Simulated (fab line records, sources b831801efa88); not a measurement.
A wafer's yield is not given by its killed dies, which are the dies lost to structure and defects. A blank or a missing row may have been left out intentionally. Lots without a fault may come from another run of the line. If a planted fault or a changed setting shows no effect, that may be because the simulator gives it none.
fab line records | flow sky130
[record] lots = 24 wafers = 72 last_day = 50
route steps=708 shown VIA3@597 METAL4@598 VIA4@641 METAL5@664 PASSIVATION@684
lots that met no fault: taken from a fault-free run of the same line
start_h: hours from the record's opening day to when the first of the lot's shown wafers began | wait_h: how many hours have passed since the lot's step before this one | " repeats the value in the row above | L1.1+2: several wafers, shown together as one row | - no value present, or no start provided | * or withheld: withheld | < > ~ a bound
route shown NAME@n: a module of which the file shows steps, and the number in the route of the first | usual: average and standard deviation across the fault-free wafers | same: alike in all rows | chamber/n: place in a boat | sites: per-site readings | _std_site: standard deviation across them | _edge_site: inner sites' mean taken away from outer sites' mean | radius_mm: for every site, how far away it sits from the centre of the wafer | mask NAME#n: copy n | behind: the last tool/chamber to shape the wafer | hold: why the lot went on hold/how many hours it stayed there/how the hold came to an end | device: transistor that didn't switch, given as n, p or np | end of line: at the end of the route, the tests of the same wafers | a step with no rows: only its recipe | killed: count of dies lost to structure and defects at first sort (not the wafer's yield) | map: per-die view of a wafer (x killed, . not killed, _ where there is no die)
set.NAME: the setting as run; set.NAME@STEP: as run at that earlier step | model.NAME: the simulator's own value behind a step, which no gauge read
route steps across a sampled set of lots; one table per step, one row per wafer
services: when a tool's chamber went out of use (start_h, in hours from the record's first day, below 0 if earlier), for how many hours, and the reason
[[steps]]
[step SKY_VIA3_CMP_24]
[recipe] stop_on = SiO2 t_overpolish_s = 20 down_force_psi = 3.5 platen_rpm = 60 target_thk_nm = 0 pad_velocity_m_s = 0.94248
[usual] motor_current_A = 11.8/0.67 overpolish_run_s = 20.001/0.0089 time_to_endpoint_s = 92/3.7
// columns lot.wafer tool chamber start_h wait_h motor_current_A overpolish_run_s time_to_endpoint_s
L074.1 cmp-01 3 932.70 0.1 11.3 19.998 92
L074.3 " 1 " " 11.9 20.001 86
L074.5 " 3 " " 11.4 19.998 91
L075.4 cmp-02 3 938.33 0.1 12.1 19.995 91
L075.1 " 0 " " 12.2 20.006 90
L075.6 " 2 " " 11.1 19.988 88
L076.2 cmp-01 2 949.85 0.1 12.5 19.998 94
L076.1 " 0 " " 12.0 19.994 87
L076.5 " 1 " " 11.6 20.015 88
L077.3 cmp-01 2 958.99 0.1 12.2 19.996 89
L077.2 " 0 " " 11.9 20.004 87
L077.5 " 2 " " 12.1 20.011 94
L078.1 cmp-01 2 959.79 0.1 12.1 19.998 92
L078.2 " 0 " " 12.5 19.998 90
L078.6 " 1 " " 12.2 20.025 88
L079.1 cmp-01 3 971.56 0.1 12.0 20.004 91
L079.4 " 0 " " 13.0 20.002 89
L079.2 " 1 " " 12.3 20.021 87
L080.2 cmp-01 3 981.75 0.0 11.4 20.017 87
L080.4 " 0 " " 12.4 19.996 87
L080.3 " 1 " " 12.8 19.994 83
L081.3 cmp-02 1 991.55 0.0 11.1 19.987 99
L081.1 " 2 " " 10.5 20.000 96
L081.5 " 2 " " 11.1 19.995 96
L082.4 cmp-02 1 992.83 0.0 11.0 20.012 95
L082.6 " 1 " " 10.9 19.992 96
L082.5 " 2 " " 10.4 20.006 95
L083.4 cmp-02 1 998.62 0.0 10.9 20.009 96
L083.2 " 2 " " 10.9 20.019 91
L083.6 " 1 " " 11.4 20.001 93
L084.1 cmp-02 1 1002.65 0.1 11.4 20.011 92
L084.3 " 3 " " 12.1 20.005 93
L084.5 " 1 " " 10.7 19.987 93
L085.3 cmp-01 0 1009.85 0.1 12.8 20.007 89
L085.1 " 2 " " 11.9 19.995 91
L085.5 " 3 " " 12.4 19.984 91
L086.2 cmp-01 3 1017.26 0.0 12.0 20.003 94
L086.4 " 0 " " 12.4 20.016 92
L086.5 " 3 " " 10.9 19.996 93
L087.4 cmp-02 1 1024.57 0.0 10.4 19.998 93
L087.5 " 1 " " 10.6 19.995 95
L087.6 " 2 " " 10.5 19.989 93
L088.1 cmp-01 2 1028.34 0.1 12.7 20.007 98
L088.3 " 1 " " 12.5 19.991 86
L088.6 " 2 " " 12.1 20.010 93
L089.3 cmp-01 3 1042.26 0.1 11.7 20.000 91
L089.4 " 1 " " 11.8 20.004 90
L089.5 " 2 " " 12.0 20.006 95
L090.4 cmp-02 0 1050.15 0.0 12.5 20.006 94
L090.3 " 3 " " 11.7 20.003 93
L090.6 " 0 " " 12.5 19.999 87
L091.1 cmp-01 3 1051.49 0.1 11.2 19.977 95
L091.4 " 0 " " 12.0 19.994 92
L091.5 " 2 " " 12.3 19.997 94
L092.4 cmp-02 1 1052.54 0.1 10.5 20.002 90
L092.3 " 3 " " 12.2 19.991 96
L092.5 " 0 " " 11.8 20.004 88
L093.3 cmp-01 1 1062.33 0.0 11.9 20.002 95
L093.4 " 3 " " 11.6 19.991 99
L093.6 " 2 " " 12.9 20.005 101
L094.3 cmp-01 3 1066.69 0.1 11.4 19.997 92
L094.1 " 1 " " 12.9 20.006 85
L094.5 " 2 " " 12.5 20.006 92
L095.4 cmp-02 1 1078.21 0.0 11.0 20.005 94
L095.1 " 2 " " 10.9 20.000 90
L095.6 " 2 " " 10.8 19.996 88
L096.1 cmp-01 1 1088.36 0.5 12.0 20.005 94
L096.6 " 1 " " 11.6 20.007 92
L096.5 " 2 " " 11.6 20.003 96
L097.3 cmp-01 3 1094.06 0.1 11.9 20.010 95
L097.4 " 0 " " 12.7 20.013 96
L097.5 " 1 " " 11.7 20.005 94
[step SKY_METAL4_SPUTTER_00]
[recipe] material = Ti target_thk_nm = 15 power_w = 3000 time_s = 10 chamber_pressure_pa = 0.4
[usual] throttle_valve_pct = 30.5/0.96
// columns lot.wafer tool chamber start_h wait_h throttle_valve_pct
L074.1 pvd_sputter-03 - 933.00 0.2 28.4
L074.3 " - " " 31.0
L074.5 " - " " 31.6
L075.1 pvd_sputter-04 - 938.58 0.1 30.0
L075.4 " - " " 30.5
L075.6 " - " " 30.5
L076.1 pvd_sputter-03 - 950.10 0.1 31.3
L076.2 " - " " 31.5
L076.5 " - " " 28.1
L077.2 pvd_sputter-03 - 959.24 0.1 30.9
L077.3 " - " " 31.0
L077.5 " - " " 31.0
L078.1 pvd_sputter-03 - 960.04 0.2 31.0
L078.2 " - " " 28.3
L078.6 " - " " 31.1
L079.1 pvd_sputter-03 - 971.81 0.2 30.9
L079.2 " - " " 28.2
L079.4 " - " " 31.2
L080.2 pvd_sputter-02 - 982.05 0.2 31.3
L080.3 " - " " 30.7
L080.4 " - " " 30.3
L081.1 pvd_sputter-03 - 991.85 0.2 31.0
L081.3 " - " " 28.3
L081.5 " - " " 28.4
L082.4 pvd_sputter-02 - 993.14 0.3 31.2
L082.5 " - " " 30.5
L082.6 " - " " 30.7
L083.2 pvd_sputter-03 - 998.92 0.2 28.2
L083.4 " - " " 31.3
L083.6 " - " " 31.2
L084.1 pvd_sputter-02 - 1002.95 0.2 30.3
L084.3 " - " " 30.9
L084.5 " - " " 30.8
L085.1 pvd_sputter-04 - 1010.10 0.1 30.6
L085.3 " - " " 29.1
L085.5 " - " " 29.5
L086.2 pvd_sputter-02 - 1017.56 0.2 31.3
L086.4 " - " " 30.2
L086.5 " - " " 31.0
L087.4 pvd_sputter-03 - 1024.87 0.2 28.3
L087.5 " - " " 31.8
L087.6 " - " " 30.9
L088.1 pvd_sputter-02 - 1028.64 0.2 31.0
L088.3 " - " " 29.9
L088.6 " - " " 30.5
L089.3 pvd_sputter-03 - 1042.51 0.2 28.2
L089.4 " - " " 30.9
L089.5 " - " " 28.3
L090.3 pvd_sputter-02 - 1050.45 0.1 30.5
L090.4 " - " " 30.9
L090.6 " - " " 30.1
L091.1 pvd_sputter-03 - 1051.74 0.2 31.1
L091.4 " - " " 31.8
L091.5 " - " " 28.1
L092.3 pvd_sputter-02 - 1052.79 0.1 31.4
L092.4 " - " " 30.3
L092.5 " - " " 30.2
L093.3 pvd_sputter-04 - 1062.63 0.2 29.6
L093.4 " - " " 29.7
L093.6 " - " " 29.4
L094.1 pvd_sputter-03 - 1066.94 0.1 31.5
L094.3 " - " " 30.9
L094.5 " - " " 30.5
L095.1 pvd_sputter-03 - 1078.51 0.2 31.6
L095.4 " - " " 31.1
L095.6 " - " " 31.6
L096.1 pvd_sputter-04 - 1088.66 0.2 29.3
L096.5 " - " " 30.1
L096.6 " - " " 29.5
L097.3 pvd_sputter-02 - 1094.26 0.1 31.1
L097.4 " - " " 30.8
L097.5 " - " " 30.4
[step SKY_VIA4_CMP_02]
[recipe] material = SiO2 down_force_psi = 4 platen_rpm = 60 pad_velocity_m_s = 0.94248
[usual] motor_current_A = 12.8/0.71
// columns lot.wafer tool chamber start_h wait_h motor_current_A
L074.1 cmp-01 2 983.76 0.1 13.6
L074.3 " 0 " " 13.9
L074.5 " 2 " " 13.5
L075.1 cmp-02 1 989.32 0.3 11.7
L075.4 " 2 " " 11.9
L075.6 " 3 " " 13.2
L076.1 cmp-01 2 1001.25 0.2 12.7
L076.2 " 3 " " 12.9
L076.5 " 1 " " 12.6
L077.3 cmp-01 0 1009.12 0.0 13.2
L077.2 " 2 " " 12.6
L077.5 " 0 " " 13.6
L078.1 cmp-02 0 1010.29 0.1 13.3
L078.2 " 3 " " 13.0
L078.6 " 0 " " 13.6
L079.4 cmp-01 0 1021.59 0.1 14.0
L079.2 " 1 " " 13.1
L079.1 " 2 " " 13.2
L080.2 cmp-01 2 1030.45 0.0 13.4
L080.4 " 0 " " 13.6
L080.3 " 1 " " 13.1
L081.1 cmp-02 1 1040.17 0.2 11.5
L081.3 " 0 " " 13.4
L081.5 " 1 " " 12.3
L082.4 cmp-01 0 1041.51 0.1 13.7
L082.5 " 3 " " 12.4
L082.6 " 0 " " 12.5
L083.4 cmp-02 3 1046.51 0.0 13.7
L083.2 " 0 " " 13.5
L083.6 " 0 " " 13.5
L084.1 cmp-01 0 1050.84 0.1 13.2
L084.3 " 1 " " 13.5
L084.5 " 3 " " 12.4
L085.1 cmp-01 1 1057.42 0.1 13.1
L085.3 " 2 " " 13.1
L085.5 " 3 " " 12.3
L086.4 cmp-02 2 1064.08 0.1 11.9
L086.2 " 0 " " 13.2
L086.5 " 1 " " 11.8
L087.4 cmp-01 3 1071.21 0.0 12.9
L087.6 " 3 " " 12.9
L087.5 " 0 " " 12.8
L088.3 cmp-01 1 1074.48 0.0 12.8
L088.1 " 2 " " 13.1
L088.6 " 1 " " 13.6
L089.3 cmp-02 3 1087.20 0.0 12.7
L089.4 " 0 " " 13.8
L089.5 " 3 " " 12.7
L090.4 cmp-02 2 1095.09 0.2 11.7
L090.3 " 1 " " 11.2
L090.6 " 2 " " 11.6
L091.1 cmp-02 0 1095.69 0.4 13.5
L091.4 " 3 " " 12.8
L091.5 " 0 " " 13.1
L092.4 cmp-01 1 1097.52 0.2 12.9
L092.3 " 2 " " 13.1
L092.5 " 0 " " 13.4
L093.3 cmp-01 1 1106.21 0.0 13.5
L093.4 " 2 " " 12.8
L093.6 " 1 " " 13.2
L094.1 cmp-02 2 1109.88 0.1 12.3
L094.3 " 0 " " 13.9
L094.5 " 3 " " 13.1
L095.4 cmp-01 3 1120.55 0.1 12.6
L095.1 " 0 " " 12.9
L095.6 " 1 " " 12.6
L096.1 cmp-02 3 1131.16 0.1 13.5
L096.5 " 1 " " 12.0
L096.6 " 2 " " 11.6
L097.4 cmp-02 1 1135.26 0.0 11.2
L097.3 " 3 " " 12.9
L097.5 " 2 " " 11.4
[step SKY_METAL5_SPUTTER_03]
[recipe] material = Ti target_thk_nm = 5 power_w = 3000 time_s = 3.3 chamber_pressure_pa = 0.4
[usual] throttle_valve_pct = 30.0/1.2
// columns lot.wafer tool chamber start_h wait_h throttle_valve_pct
L074.1 pvd_sputter-03 - 1009.10 0.0 31.2
L074.3 " - " " 30.9
L074.5 " - " " 31.0
L075.1 pvd_sputter-03 - 1013.66 0.0 28.2
L075.4 " - " " 31.7
L075.6 " - " " 31.2
L076.1 pvd_sputter-04 - 1025.55 0.0 29.4
L076.2 " - " " 30.1
L076.5 " - " " 29.6
L077.2 pvd_sputter-04 - 1033.16 0.0 30.6
L077.3 " - " " 29.8
L077.5 " - " " 29.6
L078.1 pvd_sputter-04 - 1034.73 0.0 30.1
L078.2 " - " " 29.2
L078.6 " - " " 29.8
L079.1 pvd_sputter-03 - 1046.14 0.0 28.1
L079.2 " - " " 31.0
L079.4 " - " " 31.9
L080.2 pvd_sputter-01 - 1055.55 0.0 26.7
L080.3 " - " " 29.1
L080.4 " - " " 29.2
L081.1 pvd_sputter-04 - 1063.19 0.0 30.8
L081.3 " - " " 29.8
L081.5 " - " " 29.4
L082.4 pvd_sputter-03 - 1064.93 0.0 28.3
L082.5 " - " " 31.7
L082.6 " - " " 31.1
L083.2 pvd_sputter-04 - 1069.67 0.0 30.6
L083.4 " - " " 30.9
L083.6 " - " " 30.0
L084.1 pvd_sputter-03 - 1074.12 0.0 31.5
L084.3 " - " " 31.0
L084.5 " - " " 31.5
L085.1 pvd_sputter-03 - 1080.27 0.0 31.5
L085.3 " - " " 31.1
L085.5 " - " " 31.0
L086.2 pvd_sputter-04 - 1087.00 0.0 29.8
L086.4 " - " " 30.7
L086.5 " - " " 30.0
L087.4 pvd_sputter-01 - 1093.70 0.0 30.1
L087.5 " - " " 29.4
L087.6 " - " " 29.9
L088.1 pvd_sputter-04 - 1096.97 0.0 29.5
L088.3 " - " " 30.3
L088.6 " - " " 30.1
L089.3 pvd_sputter-03 - 1108.81 0.0 28.2
L089.4 " - " " 30.9
L089.5 " - " " 31.1
L090.3 pvd_sputter-03 - 1116.65 0.0 28.1
L090.4 " - " " 30.9
L090.6 " - " " 28.3
L091.1 pvd_sputter-04 - 1117.25 0.0 30.0
L091.4 " - " " 29.4
L091.5 " - " " 30.0
L092.3 pvd_sputter-04 - 1119.16 0.0 30.2
L092.4 " - " " 30.6
L092.5 " - " " 29.3
L093.3 pvd_sputter-04 - 1128.30 0.0 30.7
L093.4 " - " " 29.7
L093.6 " - " " 29.7
L094.1 pvd_sputter-01 - 1131.88 0.0 29.3
L094.3 " - " " 29.4
L094.5 " - " " 29.0
L095.1 pvd_sputter-01 - 1141.40 0.0 29.5
L095.4 " - " " 30.2
L095.6 " - " " 29.2
L096.1 pvd_sputter-03 - 1150.95 0.0 31.1
L096.5 " - " " 28.3
L096.6 " - " " 31.5
L097.3 pvd_sputter-01 - 1155.25 0.0 26.2
L097.4 " - " " 29.1
L097.5 " - " " 29.9
[step SKY_METAL5_STRIP_16]
[recipe] chemistry = O2/N2 power_w = 1400 pressure_mtorr = 1500 platen_temp_c = withheld o2_flow_sccm = 3000 n2_flow_sccm = 300 overash_fraction = 0.5
[usual] drypump_motor_current_A = 5.87/0.28 oes_product_au = 0.710/0.0043 strip_time_to_endpoint_s = 13.16/0.15
// columns lot.wafer tool chamber start_h wait_h drypump_motor_current_A oes_product_au rf_hours_counter_h strip_time_to_endpoint_s
L074.1 plasma_asher-01 1 1031.61 0.2 5.42 0.718 26 13.05
L074.3 " 0 " " 5.85 0.709 - 13.33
L074.5 " 1 " " 5.46 0.705 - 13.24
L075.1 plasma_asher-01 1 1035.90 0.2 5.46 0.701 26 13.06
L075.4 " 1 " " 5.46 0.715 - 13.19
L075.6 " 0 " " 5.80 0.719 - 13.26
L076.1 plasma_asher-04 0 1047.61 0.2 6.24 0.711 62 12.87
L076.2 " 1 " " 6.10 0.705 62 13.12
L076.5 " 0 " " 6.21 0.714 - 12.86
L077.2 plasma_asher-01 1 1056.68 0.3 5.46 0.703 28 13.26
L077.3 " 1 " " 5.52 0.706 - 13.23
L077.5 " 0 " " 5.83 0.715 - 13.26
L078.1 plasma_asher-03 0 1056.75 0.2 5.70 0.712 92 13.22
L078.2 " 1 " " 6.17 0.711 92 13.19
L078.6 " 1 " " 6.19 0.711 - 13.33
L079.1 plasma_asher-03 0 1067.82 0.4 5.72 0.720 93 13.42
L079.2 " 1 " " 6.19 0.711 93 13.39
L079.4 " 0 " " 5.70 0.707 - 13.32
L080.2 plasma_asher-01 1 1077.31 0.2 5.47 0.717 30 13.27
L080.3 " 0 " " 5.83 0.711 - 13.26
L080.4 " 1 " " 5.47 0.708 - 13.24
L081.1 plasma_asher-01 0 1084.71 0.2 5.85 0.707 31 12.92
L081.3 " 0 " " 5.82 0.706 - 13.04
L081.5 " 1 " " 5.45 0.711 - 12.96
L082.4 plasma_asher-03 0 1086.09 0.1 5.71 0.705 - 13.08
L082.5 " 1 " " 6.18 0.708 - 13.04
L082.6 " 0 " " 5.70 0.711 - 13.12
L083.2 plasma_asher-04 0 1090.71 0.2 6.26 0.717 67 13.24
L083.4 " 0 " " 6.24 0.706 - 13.39
L083.6 " 1 " " 6.09 0.710 - 13.29
L084.1 plasma_asher-01 1 1094.96 0.2 5.49 0.715 32 13.24
L084.3 " 1 " " 5.43 0.701 - 13.22
L084.5 " 1 " " 5.45 0.714 - 13.02
L085.1 plasma_asher-01 1 1101.76 0.2 5.48 0.709 33 13.14
L085.3 " 0 " " 5.86 0.712 - 13.14
L085.5 " 1 " " 5.50 0.709 - 13.24
L086.2 plasma_asher-04 1 1107.96 0.2 6.09 0.707 68 12.97
L086.4 " 0 " " 6.23 0.716 - 13.17
L086.5 " 0 " " 6.23 0.716 - 13.22
L087.4 plasma_asher-01 1 1113.64 0.1 5.47 0.708 - 12.89
L087.5 " 1 " " 5.49 0.707 - 13.25
L087.6 " 0 " " 5.77 0.707 - 13.00
L088.1 plasma_asher-04 1 1117.21 0.2 6.11 0.710 69 13.22
L088.3 " 0 " " 6.25 0.709 - 13.25
L088.6 " 0 " " 6.22 0.704 - 13.31
L089.3 plasma_asher-04 1 1129.29 0.1 6.12 0.707 - 13.35
L089.4 " 0 " " 6.26 0.704 - 13.28
L089.5 " 0 " " 6.24 0.714 - 13.40
L090.3 plasma_asher-03 0 1136.64 0.1 5.70 0.711 - 13.36
L090.4 " 1 " " 6.16 0.709 - 13.28
L090.6 " 0 " " 5.71 0.707 - 13.25
L091.1 plasma_asher-04 1 1136.91 0.2 6.10 0.712 71 12.86
L091.4 " 0 " " 6.25 0.716 - 12.93
L091.5 " 1 " " 6.11 0.710 - 12.94
L092.3 plasma_asher-01 1 1138.64 0.1 5.51 0.707 - 13.23
L092.4 " 0 " " 5.86 0.714 - 13.24
L092.5 " 0 " " 5.83 0.707 - 13.21
L093.3 plasma_asher-04 1 1147.94 0.1 6.10 0.706 - 13.25
L093.4 " 0 " " 6.25 0.711 - 13.26
L093.6 " 1 " " 6.10 0.710 - 13.26
L094.1 plasma_asher-03 0 1150.11 0.2 5.71 0.714 100 13.17
L094.3 " 1 " " 6.18 0.709 - 13.16
L094.5 " 0 " " 5.71 0.710 - 13.12
L095.1 plasma_asher-01 0 1159.55 0.2 5.80 0.712 38 12.96
L095.4 " 0 " " 5.79 0.710 - 13.01
L095.6 " 1 " " 5.46 0.713 - 12.94
L096.1 plasma_asher-03 0 1168.66 0.2 5.71 0.708 102 13.12
L096.5 " 0 " " 5.71 0.712 - 13.05
L096.6 " 1 " " 6.19 0.714 - 13.01
L097.3 plasma_asher-01 1 1172.49 0.1 5.47 0.715 - 13.14
L097.4 " 0 " " 5.84 0.708 - 13.36
L097.5 " 1 " " 5.51 0.712 - 13.13
[step SKY_PASSIVATION_THK_MEAS_03]
[recipe] reads = Si3N4_of_PASSIVATION_CVD_02
[usual] PASSIVATION_CVD_02_THK = 538/8.1
// columns lot.wafer tool chamber start_h wait_h PASSIVATION_CVD_02_THK[nm]
L074.1 film_metro-03 - 1032.51 - 544
L074.3 " - " " 524
L074.5 " - " " 544
L075.1 film_metro-01 - 1036.88 - 522
L075.4 " - " " 536
L075.6 " - " " 541
L076.1 film_metro-03 - 1048.57 - 543
L076.2 " - " " 531
L076.5 " - " " 540
L077.2 film_metro-02 - 1057.59 - 532
L077.3 " - " " 544
L077.5 " - " " 542
L078.1 film_metro-01 - 1057.92 - 533
L078.2 " - " " 522
L078.6 " - " " 544
L079.1 film_metro-03 - 1068.84 - 546
L079.2 " - " " 524
L079.4 " - " " 544
L080.2 film_metro-02 - 1078.22 - 534
L080.3 " - " " 527
L080.4 " - " " 540
L081.1 film_metro-03 - 1085.62 - 536
L081.3 " - " " 529
L081.5 " - " " 542
L082.4 film_metro-01 - 1087.00 - 546
L082.5 " - " " 546
L082.6 " - " " 539
L083.2 film_metro-02 - 1091.62 - 533
L083.4 " - " " 536
L083.6 " - " " 539
L084.1 film_metro-01 - 1095.89 - 536
L084.3 " - " " 546
L084.5 " - " " 537
L085.1 film_metro-03 - 1102.78 - 514
L085.3 " - " " 532
L085.5 " - " " 527
L086.2 film_metro-01 - 1108.91 - 539
L086.4 " - " " 538
L086.5 " - " " 549
L087.4 film_metro-03 - 1114.64 - 547
L087.5 " - " " 555
L087.6 " - " " 543
L088.1 film_metro-01 - 1118.14 - 528
L088.3 " - " " 541
L088.6 " - " " 546
L089.3 film_metro-03 - 1130.18 - 528
L089.4 " - " " 549
L089.5 " - " " 551
L090.3 film_metro-01 - 1137.53 - 543
L090.4 " - " " 551
L090.6 " - " " 531
L091.1 film_metro-01 - 1137.84 - 540
L091.4 " - " " 538
L091.5 " - " " 543
L092.3 film_metro-03 - 1139.52 - 539
L092.4 " - " " 542
L092.5 " - " " 546
L093.3 film_metro-03 - 1149.01 - 538
L093.4 " - " " 551
L093.6 " - " " 537
L094.1 film_metro-02 - 1151.04 - 536
L094.3 " - " " 535
L094.5 " - " " 548
L095.1 film_metro-01 - 1160.45 - 528
L095.4 " - " " 538
L095.6 " - " " 535
L096.1 film_metro-03 - 1169.56 - 535
L096.5 " - " " 534
L096.6 " - " " 543
L097.3 film_metro-03 - 1173.48 - 547
L097.4 " - " " 540
L097.5 " - " " 541
[[services]]
// columns tool chamber start_h hours kind
cmp-02 - 912.00 4.0 pm
pvd_sputter-04 - 927.67 9.4 repair
pvd_sputter-04 - 945.56 3.0 repair
plasma_asher-01 - 952.92 3.6 repair
pvd_sputter-02 - 954.52 2.0 repair
plasma_asher-01 - 955.31 19.0 repair
plasma_asher-03 - 960.26 0.6 repair
plasma_asher-01 - 961.11 3.3 repair
cmp-01 - 963.02 4.9 repair
pvd_sputter-04 - 1001.84 2.2 repair
pvd_sputter-02 - 1023.14 0.6 repair
pvd_sputter-02 - 1036.52 3.9 repair
cmp-02 - 1075.70 0.5 repair
cmp-01 - 1084.06 4.0 pm
plasma_asher-04 - 1085.75 1.5 repair
cmp-02 - 1087.68 1.2 repair
cmp-01 - 1094.89 1.5 repair
cmp-02 - 1096.71 4.3 pm
cmp-02 - 1106.46 1.0 repair
cmp-01 - 1107.73 5.7 pm
pvd_sputter-04 - 1158.40 1.1 repair
pvd_sputter-03 - 1159.52 1.6 repair
plasma_asher-04 - 1160.90 2.5 repair
cmp-02 - 1167.54 19.6 pm
[[key]]
fault none
